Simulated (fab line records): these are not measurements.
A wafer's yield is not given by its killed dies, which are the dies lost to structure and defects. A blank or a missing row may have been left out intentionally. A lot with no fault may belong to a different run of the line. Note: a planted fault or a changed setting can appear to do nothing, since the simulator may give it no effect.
One fault through the eyes of 2 desks / flow gf180mcu / numbers are kept per desk, each desk with only its own; the story behind them comes last

## AT THE METROLOGY DESK
What the gauges read for every lot (on any tool): the sampled wafers with a number, averaged. The brackets show how far a lot's mean lies from the usual mean; more than 4 standard deviations puts the lot out of limits, marked OUT.
Columns: A = V3_BOW at GF_V3_BOW_MEAS_05, usual 119 um
lot=L349; first seen here=day 21 15:07; A=122
lot=L354; first seen here=day 23 15:10; A=90
lot=L355; first seen here=day 23 19:26; A=97
lot=L356; first seen here=day 23 23:31; A=77 (-5.5) OUT
lot=L364; first seen here=day 26 18:45; A=118
lot=L366; first seen here=day 26 22:37; A=114
lot=L367; first seen here=day 27 14:03; A=116
lot=L368; first seen here=day 27 23:05; A=121
lot=L369; first seen here=day 28 01:17; A=115
lot=L371; first seen here=day 28 12:40; A=123
lot=L372; first seen here=day 28 19:20; A=117
Finding of this desk: L356 out of limits, first seen on L356 at day 23 23:31 (V3_BOW at GF_V3_BOW_MEAS_05). L349, L354, L355, L364, L366, L367, L368, L369, L371, L372: within limits.

## THE TOOL OWNER'S DESK: hdpcvd-01
The tool's own readings at GF_V3_CVD_00 (deposits SiO2, target thk 600 nm, time 100 s): means of the sampled wafers that have a number, for each lot that ran on this tool. The brackets show how far a lot's mean lies from the usual mean; more than 4 standard deviations puts the lot out of limits, marked OUT.
Columns: A = pressure_mtorr at GF_V3_CVD_00, usual 6.000 mTorr; B = run_length_s at GF_V3_CVD_00, usual 127.8 s
lot=L364; first seen here=day 26 18:11; A=6.006; B=128.0
lot=L366; first seen here=day 26 22:02; A=5.998; B=128.1
lot=L367; first seen here=day 27 13:29; A=6.001; B=127.8
lot=L368; first seen here=day 27 22:32; A=5.996; B=127.7
lot=L369; first seen here=day 28 00:44; A=6.000; B=128.1
lot=L371; first seen here=day 28 12:03; A=6.001; B=127.9
lot=L372; first seen here=day 28 18:43; A=5.996; B=128.1
Finding of this desk: none of the 7 lots has anything out of limits.

## BROUGHT TOGETHER
On L356, the metrology desk was in a position to raise an alarm at day 23 23:31.
Nothing out of limits was seen by the tool owner's desk.
The tool owner's desk has no number on record for L356.
On hdpcvd-01, each named lot ran GF_V3_CVD_00.

## WHAT THE SIMULATOR HAD INSERTED
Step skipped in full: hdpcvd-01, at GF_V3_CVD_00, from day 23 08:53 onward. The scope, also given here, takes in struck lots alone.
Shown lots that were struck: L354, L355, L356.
Per desk, hours elapsed from the start of the fault to the first reading out of limits: for the metrology desk, 15.
